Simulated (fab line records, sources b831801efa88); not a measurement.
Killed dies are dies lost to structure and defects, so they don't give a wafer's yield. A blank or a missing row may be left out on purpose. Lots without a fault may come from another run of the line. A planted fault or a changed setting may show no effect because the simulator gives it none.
Which tool did it? | flow sky130 | 11 lots, 33 wafers sampled, at 5 steps of a route of 708

WHAT THE GAUGES READ, wafer by wafer
The record holds no reading of a measuring or inspecting step that can be judged against a usual standard deviation.

WHICH TOOL RAN EACH LOT (tool, then ch and the chambers of the sampled wafers, then the start)
lot  | SKY_METAL2_STRIP_21             | SKY_CAP2M_STRIP_14                   | SKY_METAL5_SPUTTER_03        | SKY_METAL5_METAL_ETCH_15          | SKY_PAD_OPEN_PROBE_99
L560 | wet_bench-01 ch 2, day 34 10:54 | plasma_asher-02 ch 0, day 40 00:33   | pvd_sputter-04, day 42 04:10 | rie_metal-04 ch 0,1, day 43 02:39 | -
L561 | wet_bench-02 ch 3, day 35 07:36 | plasma_asher-01 ch 0, day 40 20:51   | pvd_sputter-04, day 42 23:58 | rie_metal-01 ch 0,1, day 43 22:19 | -
L563 | wet_bench-03 ch 2, day 35 19:05 | plasma_asher-01 ch 0,1, day 41 05:47 | pvd_sputter-04, day 43 07:47 | rie_metal-01 ch 0,1, day 44 06:41 | -
L564 | wet_bench-02 ch 2, day 37 01:38 | plasma_asher-01 ch 0,1, day 42 10:11 | pvd_sputter-03, day 44 10:55 | rie_metal-03 ch 0,1, day 45 08:28 | -
L568 | wet_bench-03 ch 1, day 37 15:23 | plasma_asher-02 ch 0,1, day 42 23:23 | pvd_sputter-04, day 44 23:44 | rie_metal-03 ch 0,1, day 45 20:58 | -
L569 | wet_bench-03 ch 0, day 38 00:08 | plasma_asher-03 ch 0,1, day 43 08:31 | pvd_sputter-04, day 45 07:32 | rie_metal-01 ch 0,1, day 46 04:12 | prober-01, day 48 00:13
L570 | wet_bench-03 ch 0, day 38 13:03 | plasma_asher-01 ch 0,1, day 43 20:11 | pvd_sputter-04, day 45 18:52 | rie_metal-01 ch 0,1, day 46 15:01 | prober-01, day 48 10:40
L575 | wet_bench-01 ch 2, day 40 20:43 | plasma_asher-01 ch 0,1, day 45 21:26 | pvd_sputter-04, day 47 17:10 | rie_metal-01 ch 1, day 48 11:55   | -
L578 | wet_bench-02 ch 2, day 40 20:53 | plasma_asher-02 ch 0,1, day 45 22:38 | pvd_sputter-04, day 47 18:22 | rie_metal-03 ch 0,1, day 48 12:13 | -
L583 | wet_bench-03 ch 0, day 42 02:18 | plasma_asher-02 ch 0,1, day 46 20:53 | pvd_sputter-04, day 48 15:42 | rie_metal-03 ch 0,1, day 49 08:36 | -
L582 | wet_bench-03 ch 0, day 42 06:53 | plasma_asher-02 ch 0,1, day 47 02:27 | pvd_sputter-04, day 48 20:39 | rie_metal-04 ch 0,1, day 49 13:49 | -
- SKY_METAL2_STRIP_21: strips in post etch residue remover, time 1200 s.
- SKY_CAP2M_STRIP_14: strips in O2/N2.
- SKY_METAL5_SPUTTER_03: material Ti, target thk 5 nm, time 3.3 s.
- SKY_METAL5_METAL_ETCH_15: etches the open film in Cl2/BCl3, stops on SiO2, target depth 1260 nm, time 252 s.
- SKY_PAD_OPEN_PROBE_99

WHAT THE TOOLS THEMSELVES READ (means of the sampled wafers that have a number; where no wafer has one, the mark that the record gives instead)
SKY_CAP2M_STRIP_14. Usual: chamber_pressure_mTorr 1499.9 mTorr, standard deviation 1.6; drypump_motor_current_A 5.3 A, standard deviation 0.34; n2_flow_sccm 300.0 sccm, standard deviation 0.91; oes_product_au 0.710 a.u., standard deviation 0.0046; strip_time_to_endpoint_s 12.65 s, standard deviation 0.041.
lot  | tool            | chamber_pressure_mTorr (mTorr) | drypump_motor_current_A (A) | n2_flow_sccm (sccm) | oes_product_au (a.u.) | strip_time_to_endpoint_s (s) | flag
L560 | plasma_asher-02 | 1498.6                         | 5.0                         | 300.7               | 0.710                 | 12.68                        |
L561 | plasma_asher-01 | 1499.5                         | 4.8                         | 299.9               | 0.712                 | 12.62                        |
L563 | plasma_asher-01 | 1498.8                         | 5.0                         | 300.1               | 0.708                 | 12.66                        |
L564 | plasma_asher-01 | 1499.0                         | 5.1                         | 299.4               | 0.712                 | 12.67                        |
L568 | plasma_asher-02 | 1499.6                         | 5.2                         | 299.7               | 0.713                 | 12.68                        |
L569 | plasma_asher-03 | 1500.3                         | 5.6                         | 300.5               | 0.707                 | 12.69                        |
L570 | plasma_asher-01 | 1499.0                         | 5.0                         | 299.5               | 0.708                 | 12.62                        |
L575 | plasma_asher-01 | 1499.9                         | 5.1                         | 299.7               | 0.715                 | 12.63                        |
L578 | plasma_asher-02 | 1499.9                         | 5.1                         | 299.9               | 0.709                 | 12.69                        |
L583 | plasma_asher-02 | 1501.1                         | 5.4                         | 300.3               | 0.712                 | 12.63                        |
L582 | plasma_asher-02 | 1500.0                         | 5.2                         | 299.8               | 0.708                 | 12.63                        |

SKY_METAL5_SPUTTER_03. Usual: throttle_valve_pct 29.7 %, standard deviation 0.84.
lot  | tool           | throttle_valve_pct (%) | flag
L560 | pvd_sputter-04 | 30.0                   |
L561 | pvd_sputter-04 | 29.5                   |
L563 | pvd_sputter-04 | 29.5                   |
L564 | pvd_sputter-03 | 29.5                   |
L568 | pvd_sputter-04 | 29.7                   |
L569 | pvd_sputter-04 | 29.7                   |
L570 | pvd_sputter-04 | 29.6                   |
L575 | pvd_sputter-04 | 30.1                   |
L578 | pvd_sputter-04 | 29.5                   |
L583 | pvd_sputter-04 | 29.3                   |
L582 | pvd_sputter-04 | 29.7                   |

SKY_METAL5_METAL_ETCH_15. Usual: chamber_pressure_mTorr 10.000 mTorr, standard deviation 0.0086; drypump_motor_current_A 5.46 A, standard deviation 0.22; oes_product_au 0.894 a.u., standard deviation 0.0052; rf_fwd_power_W 897.5 W, standard deviation 2.6; throttle_valve_pct 22.263 %, standard deviation 0.0093.
lot  | tool         | chamber_pressure_mTorr (mTorr) | drypump_motor_current_A (A) | oes_product_au (a.u.) | rf_fwd_power_W (W) | throttle_valve_pct (%) | flag
L560 | rie_metal-04 | 10.004                         | 5.52                        | 0.895                 | 899.3              | 22.257                 |
L561 | rie_metal-01 | 9.999                          | 5.57                        | 0.886                 | 896.8              | 22.261                 |
L563 | rie_metal-01 | 10.007                         | 5.38                        | 0.897                 | 896.1              | 22.269                 |
L564 | rie_metal-03 | 9.992                          | 5.46                        | 0.891                 | 898.5              | 22.262                 |
L568 | rie_metal-03 | 10.007                         | 5.46                        | 0.896                 | 895.4              | 22.270                 |
L569 | rie_metal-01 | 10.005                         | 5.58                        | 0.896                 | 897.3              | 22.271                 |
L570 | rie_metal-01 | 9.997                          | 5.56                        | 0.893                 | 895.2              | 22.258                 |
L575 | rie_metal-01 | 9.992                          | 5.73                        | 0.898                 | 895.6              | 22.268                 |
L578 | rie_metal-03 | 10.005                         | 5.40                        | 0.891                 | 894.8              | 22.272                 |
L583 | rie_metal-03 | 9.996                          | 5.38                        | 0.897                 | 897.9              | 22.262                 |
L582 | rie_metal-04 | 10.005                         | 5.37                        | 0.896                 | 896.8              | 22.260                 |

SKY_PAD_OPEN_PROBE_99. Usual: defect_limited_yield 82.4 %, standard deviation 2.1; killed_at_M0_to_M3 44, standard deviation 7; killed_at_M4_up 3.0, standard deviation 1.9; killed_at_contacts 24, standard deviation 5.4; killed_at_front_end 15, standard deviation 4.6; killed_at_other 0.3, standard deviation 0.5; killed_dies 87, standard deviation 10; killed_open 47, standard deviation 7; killed_short 40, standard deviation 6.2; sort_bin_3_pad_short 0.9 %, standard deviation 0.5; sort_bin_5_function 10.4 %, standard deviation 1.4; sort_bin_6_memory 6.3 %, standard deviation 1.2; sort_n_pass 405, standard deviation 10; sort_yield_pct 82.4 %, standard deviation 2.1.
lot  | tool      | defect_limited_yield (%) | killed_at_M0_to_M3 | killed_at_M4_up | killed_at_contacts | killed_at_front_end | killed_at_other | killed_dies | killed_open | killed_short | sort_bin_3_pad_short (%) | sort_bin_5_function (%) | sort_bin_6_memory (%) | sort_n_pass | sort_yield_pct (%) | flag
L569 | prober-01 | 70.7                     | 114                | 2.7             | 15                 | 12                  | 0.0             | 144         | 44          | 33           | 5.2                      | 17.4                    | 6.7                   | 348         | 70.7               | OFF
L570 | prober-01 | 71.6                     | 105                | 2.7             | 23                 | 9                   | 0.0             | 140         | 39          | 35           | 4.1                      | 18.1                    | 6.3                   | 352         | 71.6               | OFF

THE ANSWER, worked out from the rows above alone
Rule: a lot is off if the mean of its wafers that have a number lies more than 3 standard deviations from the usual mean. A lot without any number at a reading at which 4 lots or more have one is off too. The other lots that the step has rows for count as sound. The gauges are gone through in route order, then the tools' own readings, and for those a lot's mean is taken as printed above. The first step at which some lot is off is used, and at that step the reading that is off furthest; a lot without a number counts as furthest.
Off: L569, L570, at SKY_PAD_OPEN_PROBE_99 (killed_at_M0_to_M3). Neither off nor sound, because the step has no rows for them: L560, L561, L563, L564, L568, L575, L578, L583, L582.
A tool fits if, at that step or a process step before it, it ran every lot that is off, and no sound lot after the first of them. Can't be told from this: 4 tools fit, wet_bench-03 at SKY_METAL2_STRIP_21, pvd_sputter-04 at SKY_METAL5_SPUTTER_03, rie_metal-01 at SKY_METAL5_METAL_ETCH_15, prober-01 at SKY_PAD_OPEN_PROBE_99.

WHAT THE SIMULATOR HAD PUT IN
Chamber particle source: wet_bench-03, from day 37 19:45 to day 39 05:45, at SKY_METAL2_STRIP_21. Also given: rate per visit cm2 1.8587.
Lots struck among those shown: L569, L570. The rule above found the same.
